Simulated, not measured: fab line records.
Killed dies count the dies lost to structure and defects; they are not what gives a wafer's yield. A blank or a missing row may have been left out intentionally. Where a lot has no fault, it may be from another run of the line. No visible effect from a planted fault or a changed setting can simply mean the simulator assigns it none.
A lot that was struck, set against a sound lot ; flow sky130 ; 23 out of 708 route steps
Sound: the wafers L139.3, L139.4, L139.5. Wafers L138.1, L138.2, L138.6 were the ones struck. At the end, the cause is stated.
At each step with rows: each side's tool, then ch and its chambers, then its first start. Under that, the readings that differ: sound wafers ; struck wafers ; difference of the means ; sigmas: that difference in standard deviations of wafers without a fault.
alike: a reading whose means differ by less than 2 such deviations, as well as words and numbers matching on both sides. not compared: withheld readings; readings where some wafer has no value; bounds like >300 that might hide an equal value; numbers whose values overlap and for which the record gives no deviation.
Wherever a step has rows on one side only, a row that says differs or no value, or a row with sigmas, the two part there. When numbers do not overlap yet have no deviation, they are printed without sigmas and do not part them. Lack of a reading on every wafer of one side parts them only where that side has two or more wafers.

first, 5 steps without rows for these wafers: SKY_RES_PROTECT_SOFTBAKE_03 (time 60 s); SKY_RES_PROTECT_EXPOSE_04 (exposes mask RPM, target cd 1270 nm); SKY_RES_PROTECT_PEB_05; SKY_RES_PROTECT_DEVELOP_06 (develop time 60 s); SKY_POLY_GATE_IMPLANT_02.
SKY_RES_PROTECT_STRIP_07: strips in O2/N2.
  sound on plasma asher-01 ch 0,1, day 19 11:47; struck on plasma asher-04 ch 0,1, day 19 09:43
reading;sound;struck;difference;sigmas
strip time to endpoint s (s);23.27 23.25 23.22;23.37 23.38 23.37;+0.13;+3
  alike: chamber pressure mTorr, drypump motor current A, oes product au
  not compared: rf hours counter h
SKY_RES_PROTECT_TW_MEAS_08:
  sound: film metro-04 at day 19 11:52; struck: film metro-01 at day 19 09:49
  alike: POLY_GATE_TW
then, 2 steps without rows for these wafers: SKY_RES_PROTECT_CLEAN_09 (cleans in SC1/SC2, time 150 s); SKY_POLY_GATE_CVD_03 (deposits Si3N4 from DCS/NH3, target thk 75 nm, time 1290 s).
SKY_POLY_GATE_THK_MEAS_04:
  sound: film metro-02 at day 19 13:23; struck: film metro-02 at day 19 11:17
  alike: POLY_GATE_CVD_03_THK
then, 2 steps without rows for these wafers: SKY_POLY_GATE_DEHYDRATE_05 (time 60 s); SKY_POLY_GATE_HMDS_06 (prime time 60 s).
SKY_POLY_GATE_COAT_07: resist thk 110 nm.
  sound on litho track-04 ch 0, day 20 04:31; struck on litho track-03 ch 0, day 20 02:18
reading;sound;struck;difference;sigmas
spin speed rpm (rpm);2999.3 2999.4 3001.4;3047.5 3047.1 3044.3;+46.3;+24
model.BARC_of_POLY_GATE_COAT_07.thk nm (nm);110.3 110.4 110.5;109.7 109.4 109.4;-0.9;
then, 5 steps without rows for these wafers: SKY_POLY_GATE_COAT_08 (resist thk 450 nm); SKY_POLY_GATE_SOFTBAKE_09 (time 90 s); SKY_POLY_GATE_EXPOSE_10 (exposes mask P1M, target cd 150 nm); SKY_POLY_GATE_PEB_11; SKY_POLY_GATE_DEVELOP_12 (develop time 60 s).
SKY_POLY_GATE_CD_MEAS_13 targets a cd of 150 nm.
  sound: cd sem-01 at day 20 20:10; struck: cd sem-02 at day 20 17:54
  alike: cd nm
SKY_POLY_GATE_OVL_MEAS_14:
  sound: overlay-02 at day 20 20:15; struck: overlay-02 at day 20 18:01
  alike: POLY_GATE_OVL
SKY_POLY_GATE_ETCH_15: etches BARC in N2/H2, stops on SiO2, time 118.5 s, target depth 110 nm.
  sound on rie diel-04 ch 1,2,3, day 20 20:17; struck on rie diel-01 ch 0,1,3, day 20 18:04
reading;sound;struck;difference;sigmas
model.etch.depth nm (nm);110.3 110.4 110.5;109.7 109.4 109.4;-0.9;
  alike: chamber pressure mTorr, drypump motor current A, oes product au, throttle valve pct
  not compared: rf hours counter h
SKY_POLY_GATE_ETCH_16: etches Si3N4 in CH3F/O2, stops on poly-Si, time 147.5 s, target depth 75 nm.
  sound on rie diel-04 ch 1,2,3, day 20 20:22; struck on rie diel-01 ch 0,1,3, day 20 18:08
  alike: ch3f flow sccm, chamber pressure mTorr, drypump motor current A, oes product au, throttle valve pct
  not compared: rf hours counter h
-- a jump in the record: the struck wafers' starts before and after are 28 days apart (it breaks off in module POLY_GATE and resumes in module PAD_OPEN, where the first step shown is number 708 of the route) --
SKY_PAD_OPEN_PROBE_99:
  sound: prober-01 at day 48 17:03; struck: prober-02 at day 48 14:53
  alike: killed_at_M0_to_M3, killed_at_M4_up, killed at contacts, killed at front end, killed at other, killed dies, killed open, killed short

WHERE THEY PART
Last at SKY_POLY_GATE_COAT_07 as far as this record goes, first at SKY_RES_PROTECT_STRIP_07. Later steps at which nothing parts them and some readings are alike: SKY_POLY_GATE_CD_MEAS_13, SKY_POLY_GATE_OVL_MEAS_14, SKY_POLY_GATE_ETCH_15, SKY_POLY_GATE_ETCH_16, SKY_PAD_OPEN_PROBE_99.

WHY: what the simulator had put in
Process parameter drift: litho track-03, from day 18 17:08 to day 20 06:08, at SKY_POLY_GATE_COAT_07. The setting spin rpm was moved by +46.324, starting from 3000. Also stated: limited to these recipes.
